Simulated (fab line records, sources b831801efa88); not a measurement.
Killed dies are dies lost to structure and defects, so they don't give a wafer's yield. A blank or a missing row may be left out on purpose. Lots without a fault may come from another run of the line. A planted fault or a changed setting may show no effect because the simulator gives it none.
Which tool did it? | flow gf180mcu | 14 lots, 42 wafers sampled, at 5 steps of a route of 602

WHAT THE GAUGES READ, wafer by wafer
GF_V1_THK_MEAS_01.
lot  | measured     | on            | V1_CVD_00_THK (nm)
L638 | day 17 02:10 | film_metro-04 | 598 601 601
L640 | day 17 19:14 | film_metro-02 | 600 593 595
L641 | day 18 07:29 | film_metro-03 | 601 604 600
L642 | day 18 15:13 | film_metro-03 | 592 589 608
L643 | day 19 01:39 | film_metro-02 | 611 593 609
L644 | day 19 08:39 | film_metro-04 | 586 589 584
L645 | day 19 19:19 | film_metro-03 | 595 595 598
L646 | day 20 05:03 | film_metro-02 | 602 595 598
L648 | day 21 05:14 | film_metro-04 | 599 612 596
L650 | day 21 19:43 | film_metro-04 | 603 597 603
L654 | day 23 00:34 | film_metro-02 | 604 596 606
L656 | day 23 17:59 | film_metro-02 | 317 316 319
L657 | day 23 23:22 | film_metro-04 | 304 300 301
L661 | day 25 09:30 | film_metro-02 | 602 597 600

GF_V1_BOW_MEAS_05.
lot  | measured     | on            | V1_BOW (um)
L638 | day 17 02:40 | film_metro-03 | 90 88 73
L640 | day 17 19:44 | film_metro-02 | 87 70 76
L641 | day 18 08:00 | film_metro-02 | 78 86 79
L642 | day 18 15:43 | film_metro-02 | 82 78 86
L643 | day 19 02:08 | film_metro-02 | 85 102 88
L644 | day 19 09:08 | film_metro-03 | 90 75 96
L645 | day 19 19:50 | film_metro-02 | 91 71 91
L646 | day 20 05:33 | film_metro-04 | 92 82 89
L648 | day 21 05:44 | film_metro-02 | 89 76 72
L650 | day 21 20:13 | film_metro-03 | 89 83 84
L654 | day 23 01:04 | film_metro-03 | 87 86 76
L656 | day 23 18:29 | film_metro-02 | 71 78 68
L657 | day 23 23:51 | film_metro-02 | 65 59 60
L661 | day 25 09:59 | film_metro-03 | 81 83 98

GF_V1_OVL_MEAS_15.
lot  | measured     | on         | V1_OVL (nm)
L638 | day 18 02:27 | overlay-01 | -2 -9 3
L640 | day 18 19:21 | overlay-02 | 7 4 9
L641 | day 19 08:39 | overlay-01 | -10 -6 -5
L642 | day 19 16:03 | overlay-02 | 1 -9 6
L643 | day 20 02:38 | overlay-01 | 0 -2 1
L644 | day 20 08:29 | overlay-02 | -1 4 3
L645 | day 20 19:52 | overlay-02 | -5 0 -2
L646 | day 21 06:06 | overlay-01 | -6 -1 -6
L648 | day 22 05:12 | overlay-01 | -8 -7 -9
L650 | day 22 19:45 | overlay-01 | -1 3 -3
L654 | day 23 23:29 | overlay-01 | 4 10 8
L656 | day 24 17:29 | overlay-01 | -12 -2 4
L657 | day 24 22:32 | overlay-02 | -8 -5 -15
L661 | day 26 06:58 | overlay-01 | 7 7 0

WHICH TOOL RAN EACH LOT (tool, then ch and the chambers of the sampled wafers, then the start)
lot  | GF_SALICIDE_SPUTTER_03       | GF_V1_CVD_00
L638 | pvd_sputter-02, day 15 02:10 | hdpcvd-02 ch 1,2, day 17 02:05
L640 | pvd_sputter-02, day 15 18:41 | hdpcvd-01 ch 0,1, day 17 19:08
L641 | pvd_sputter-03, day 16 05:56 | hdpcvd-02 ch 0,2, day 18 07:23
L642 | pvd_sputter-02, day 16 13:05 | hdpcvd-01 ch 0,1,2, day 18 15:08
L643 | pvd_sputter-02, day 16 22:38 | hdpcvd-01 ch 0,1,2, day 19 01:35
L644 | pvd_sputter-02, day 17 05:35 | hdpcvd-01 ch 0,2, day 19 08:35
L645 | pvd_sputter-02, day 17 15:47 | hdpcvd-02 ch 0,1,2, day 19 19:14
L646 | pvd_sputter-03, day 18 02:20 | hdpcvd-02 ch 0,2, day 20 04:58
L648 | pvd_sputter-02, day 19 01:38 | hdpcvd-01 ch 0,1,2, day 21 05:10
L650 | pvd_sputter-02, day 19 15:59 | hdpcvd-02 ch 0,1,2, day 21 19:38
L654 | pvd_sputter-02, day 20 22:23 | hdpcvd-02 ch 1,2, day 23 00:30
L656 | pvd_sputter-03, day 21 16:08 | hdpcvd-02 ch 1,2, day 23 17:55
L657 | pvd_sputter-02, day 21 21:26 | hdpcvd-02 ch 0,2, day 23 23:17
L661 | pvd_sputter-03, day 23 08:10 | hdpcvd-01 ch 0,1, day 25 09:25
- GF_SALICIDE_SPUTTER_03: material TiN, target thk 20 nm, time 16.7 s.
- GF_V1_CVD_00: deposits SiO2, target thk 600 nm, time 100 s.

WHAT THE TOOLS THEMSELVES READ (means of the sampled wafers that have a number; where no wafer has one, the mark that the record gives instead)
GF_SALICIDE_SPUTTER_03.
lot  | tool           | throttle_valve_pct (%)
L638 | pvd_sputter-02 | 30.5
L640 | pvd_sputter-02 | 29.3
L641 | pvd_sputter-03 | 30.6
L642 | pvd_sputter-02 | 29.6
L643 | pvd_sputter-02 | 30.0
L644 | pvd_sputter-02 | 30.7
L645 | pvd_sputter-02 | 29.3
L646 | pvd_sputter-03 | 30.4
L648 | pvd_sputter-02 | 31.2
L650 | pvd_sputter-02 | 30.2
L654 | pvd_sputter-02 | 29.9
L656 | pvd_sputter-03 | 29.7
L657 | pvd_sputter-02 | 30.3
L661 | pvd_sputter-03 | 29.6

GF_V1_CVD_00.
lot  | tool      | pressure_mtorr (mTorr) | sih4_flow_sccm (sccm)
L638 | hdpcvd-02 | 6.001                  | 60.10
L640 | hdpcvd-01 | 5.989                  | 60.13
L641 | hdpcvd-02 | 5.999                  | 59.90
L642 | hdpcvd-01 | 6.011                  | 60.02
L643 | hdpcvd-01 | 5.991                  | 59.80
L644 | hdpcvd-01 | 6.011                  | 59.88
L645 | hdpcvd-02 | 6.006                  | 59.91
L646 | hdpcvd-02 | 6.003                  | 60.11
L648 | hdpcvd-01 | 6.012                  | 59.81
L650 | hdpcvd-02 | 5.999                  | 60.00
L654 | hdpcvd-02 | 5.993                  | 60.08
L656 | hdpcvd-02 | 5.991                  | 30.04
L657 | hdpcvd-02 | 6.016                  | 29.99
L661 | hdpcvd-01 | 6.005                  | 59.98

THE ANSWER, worked out from the rows above alone
Rule: what is usual is taken from the lots themselves. Put in order of their means at a reading, lots are off if they are a third of the lots or fewer, leave a main group of 4 or more, and stand apart from it by a gap of 3 or more times the standard deviation of the main group's means; of several such gaps the widest counts. A main group whose means are all the same, to the digits that the tables above print for the reading, isn't used. A lot without any number at a reading at which 4 lots or more have one is off too. The other lots that the step has rows for count as sound. The gauges are gone through in route order, then the tools' own readings, and for those a lot's mean is taken as printed above. The first step at which some lot is off is used, and at that step the reading that is off furthest; a lot without a number counts as furthest.
Off: L656, L657, at GF_V1_THK_MEAS_01 (V1_CVD_00_THK). The main group: mean 599 nm, standard deviation 4.5.
A tool fits if, at a process step before that reading, it ran every lot that is off, and no sound lot after the first of them. The gauges at GF_V1_THK_MEAS_01 aren't tried: what is off there is off at GF_V1_CVD_00 too, on other tools, and a gauge's error can't cause that. One fits: hdpcvd-02 at GF_V1_CVD_00. Its last sound lot is L654 (day 23 00:30), its first lot that is off L656 (day 23 17:55): a fault that began between those two fits.
The tool's own readings at GF_V1_CVD_00 bear it out: on the lots that are off they differ by more than 5 times the standard deviation of the sound lots' means. sih4_flow_sccm reads 30.02 sccm there against 59.98 sccm on the sound lots.

WHAT THE SIMULATOR HAD PUT IN
Process parameter drift: hdpcvd-02, from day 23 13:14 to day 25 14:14, at GF_V1_CVD_00. Setting sih4_flow_sccm, moved by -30, from 60. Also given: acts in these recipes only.
Lots struck among those shown: L656, L657. The rule above found the same.
